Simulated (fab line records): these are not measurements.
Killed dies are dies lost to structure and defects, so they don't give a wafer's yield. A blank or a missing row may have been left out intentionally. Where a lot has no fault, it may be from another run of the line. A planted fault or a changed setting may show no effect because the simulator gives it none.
A lot that was struck, set against a sound lot / flow sfqLine / 17 steps out of a route of 325
Sound: these wafers, L931.1, L931.3, L931.5. Struck: wafer L948.6 (L948.4, L948.5, from the same lot, were not struck and are left out); the cause is given at the end.
At each step with rows: each side's tool, then ch and its chambers, then its first start. Under that, the readings that differ: sound wafers / struck wafers / difference of the means / sigmas: that difference in standard deviations of wafers without a fault.
alike: words and numbers the same on both sides, and readings whose means are apart by under 2 such deviations; not compared: readings that were withheld, readings missing a value for some wafer, numbers with overlapping values and no deviation given by the record, and bounds like >300 which may hide the same value.
A row with sigmas, a row that says differs or no value, or rows on one side alone: a step with any of these is where the two part. Numbers that don't overlap but have no deviation are shown without sigmas and don't part them. A reading missing from all wafers of one side parts the sides only when that side holds two or more wafers.

SFQ_TRILAYER_I7_VIA_STRIP_STRIP_191: strips in O2.
  sound on rieMetal-01 ch 0, day 77 13:37; struck on rieMetal-01 ch 0, day 80 08:19
  alike: drypumpMotorCurrentA, oesProductAu
  not compared: rfHoursCounterH
then, 8 steps without rows for these wafers: SFQ_TRILAYER_I7_VIA_STRIP_SOLV_CLEAN_192 (cleans in NMP, time 600 s); SFQ_TRILAYER_M8_LITHO_LOR_COAT_197; SFQ_TRILAYER_M8_LITHO_LOR_BAKE_198; SFQ_TRILAYER_M8_LITHO_COAT_193 (resist thk 600 nm); SFQ_TRILAYER_M8_LITHO_SOFTBAKE_199; SFQ_TRILAYER_M8_LITHO_EXPOSE_194 (exposes mask M8, target cd 2000 nm); SFQ_TRILAYER_M8_LITHO_PEB_196 (peb time 60 s); SFQ_TRILAYER_M8_LITHO_DEVELOP_195 (img clear 15 s, time 55 s).
SFQ_M8_OVL_MEAS_948:
  sound on overlay-02, day 77 18:51; struck on overlay-01, day 80 18:44
  alike: M8_OVL
then, 2 steps without rows for these wafers: SFQ_TRILAYER_M8_DEP_EVAP_197 (material Ti, target thk 20 nm, time 100 s); SFQ_TRILAYER_M8_DEP_EVAP_198 (material Pt, target thk 50 nm, time 250 s).
SFQ_TRILAYER_M8_DEP_EVAP_196: material Au, target thk 180 nm, time 900 s.
  sound on pvdSputter-02, day 77 19:07; struck on pvdSputter-01, day 80 18:59
reading=model.Au_of_TRILAYER_M8_DEP_EVAP_196.thkNm (nm); sound=177.1 177.2 178.6; struck=193.8; difference=+16.2; sigmas=
  alike: cathodeDcPowerW
SFQ_M8_RS_MEAS_949: measurement is done with a four-point probe.
  sound on filmMetro-02, day 77 19:38; struck on filmMetro-02, day 80 19:33
reading=M8_AU_RS (ohm/sq); sound=0.1559 0.1560 0.1544; struck=0.1424; difference=-0.0130; sigmas=-9
SFQ_M8_THK_MEAS_950: measures by xrf.
  sound on filmMetro-02, day 77 19:45; struck on filmMetro-02, day 80 19:38
reading=M8_AU_THK (nm); sound=181.0 182.3 182.6; struck=199.7; difference=+17.7; sigmas=+10
then, 1 step without rows for these wafers: SFQ_TRILAYER_M8_LIFTOFF_LIFTOFF_197 (chemistry NMP, time 600 s).
SFQ_M8_BOW_MEAS_951:
  sound on filmMetro-03, day 77 19:59; struck on filmMetro-03, day 80 20:05
reading=model.etest.m8.ohmSq; sound=0.1562 0.1561 0.1549; struck=0.1427; difference=-0.0130; sigmas=
  alike: M8_BOW

## WHERE THEY PART
Earliest at SFQ_M8_RS_MEAS_949; latest, in this record, at SFQ_M8_THK_MEAS_950. Later steps at which nothing parts them and some readings are alike: SFQ_M8_BOW_MEAS_951.

WHY: the cause the simulator had injected
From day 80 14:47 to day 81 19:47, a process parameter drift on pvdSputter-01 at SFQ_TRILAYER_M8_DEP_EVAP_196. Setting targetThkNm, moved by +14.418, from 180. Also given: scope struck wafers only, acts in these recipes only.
